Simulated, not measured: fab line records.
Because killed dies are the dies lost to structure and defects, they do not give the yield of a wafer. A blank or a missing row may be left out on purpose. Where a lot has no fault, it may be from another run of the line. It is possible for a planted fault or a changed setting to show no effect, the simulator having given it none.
Shared-tool check    flow gf180mcu    Sampled: 11 lots, 39 wafers

== REASON IT WAS OPENED ==
GF_PSD_RS_MEAS_14, reading NSD_RS: flagged on 2 of 11 lots. Fault-free wafers read 46.08 ohm/sq, with a standard deviation of 0.081.
Rule: a lot is flagged in two cases, either no wafer of it has a number, or all its wafers with numbers fall more than 4 standard deviations from that mean. The other lots count as sound.

lot   measured      on             NSD_RS (ohm/sq), wafer by wafer      flag
L281  day 14 18:34  film-metro-02  46.07 46.12 46.11                    
L282  day 14 19:59  film-metro-04  46.15 46.14 46.06                    
L283  day 15 07:41  film-metro-02  46.11 46.00 46.05                    
L285  day 15 19:08  film-metro-03  46.15 46.05 46.04                    
L288  day 16 15:11  film-metro-03  46.15 46.23 46.11                    
L289  day 17 03:49  film-metro-03  46.11 46.07 46.10                    
L291  day 18 01:11  film-metro-03  46.17 46.08 46.05                    
L292  day 18 06:13  film-metro-04  46.03 46.05 46.06                    
L299  day 20 13:25  film-metro-04  46.07 46.05 46.08                    
L301  day 21 07:32  film-metro-03  43.93 43.97 44.06 43.96 43.88 43.96  FLAGGED
L302  day 21 16:47  film-metro-02  43.83 43.99 43.99 43.80 43.89 43.94  FLAGGED
Average over the flagged lots: 43.93 ohm/sq; offset from the usual -2.15 ohm/sq, equal to -27 standard deviations.

== LOT BY LOT: THE TOOL USED ==
2 process steps preceding the reading are held in the record, out of 602 steps in the route. Each cell gives the tool, then ch followed by the chambers the sampled wafers passed through, then the start.
lot   flag     GF_HV_LDD_ETCHBACK_58               GF_PSD_RTA_13
L281           rie-diel-03 ch 0,1,2, day 12 23:56  rtp-anneal-02 ch 0, day 14 18:28
L282           rie-diel-03 ch 1,2,3, day 13 02:36  rtp-anneal-01 ch 0, day 14 19:55
L283           rie-diel-03 ch 1,2, day 13 14:14    rtp-anneal-01 ch 0, day 15 07:36
L285           rie-diel-02 ch 0,1,2, day 14 00:31  rtp-anneal-01 ch 0, day 15 19:04
L288           rie-diel-04 ch 0,1,2, day 14 18:48  rtp-anneal-02 ch 0, day 16 15:06
L289           rie-diel-02 ch 0,3, day 15 06:24    rtp-anneal-01 ch 0, day 17 03:43
L291           rie-diel-02 ch 0,1,3, day 16 02:53  rtp-anneal-02 ch 0, day 18 01:06
L292           rie-diel-03 ch 0,2, day 16 06:49    rtp-anneal-01 ch 0, day 18 06:02
L299           rie-diel-02 ch 1,2,3, day 18 12:26  rtp-anneal-01 ch 0, day 20 13:20
L301  FLAGGED  rie-diel-04 ch 0,1,3, day 19 06:07  rtp-anneal-02 ch 0, day 21 07:28
L302  FLAGGED  rie-diel-02 ch 1,2,3, day 19 16:19  rtp-anneal-02 ch 0, day 21 16:43
What is done by these steps:
- GF_HV_LDD_ETCHBACK_58: etches Si3N4 in CH3F/O2, stops on SiO2, time 100 s, target depth 90 nm.
- GF_PSD_RTA_13: time 20 s.
- GF_PSD_RS_MEAS_14: measures by four-point-probe.

== FLAGGED OVER TOTAL, TOOL BY TOOL (the gauges that took the reading come last) ==
step                   tool           lots run  flagged  share of the flagged lots  sound lots run after its first flagged lot
GF_HV_LDD_ETCHBACK_58  rie-diel-02    5         1        some                       0
GF_HV_LDD_ETCHBACK_58  rie-diel-03    4         0        none                       -
GF_HV_LDD_ETCHBACK_58  rie-diel-04    2         1        some                       0
GF_PSD_RTA_13          rtp-anneal-01  6         0        none                       -
GF_PSD_RTA_13          rtp-anneal-02  5         2        all                        0
GF_PSD_RS_MEAS_14      film-metro-02  3         1        some                       0
GF_PSD_RS_MEAS_14      film-metro-03  5         1        some                       0
GF_PSD_RS_MEAS_14      film-metro-04  3         0        none                       -

== WHAT THE TABLE ALLOWS ==
Rows of the table that ran each flagged lot: 1, that is rtp-anneal-02 at GF_PSD_RTA_13.
- rtp-anneal-02 at GF_PSD_RTA_13: 2 of its 5 lots flagged. A fault beginning between L291 (day 18 01:06), its last sound lot, and L301 (day 21 07:28), its first flagged one, fits the data.
Left over: one tool, rtp-anneal-02 at GF_PSD_RTA_13.

== WHAT HAD BEEN PUT IN BY THE SIMULATOR ==
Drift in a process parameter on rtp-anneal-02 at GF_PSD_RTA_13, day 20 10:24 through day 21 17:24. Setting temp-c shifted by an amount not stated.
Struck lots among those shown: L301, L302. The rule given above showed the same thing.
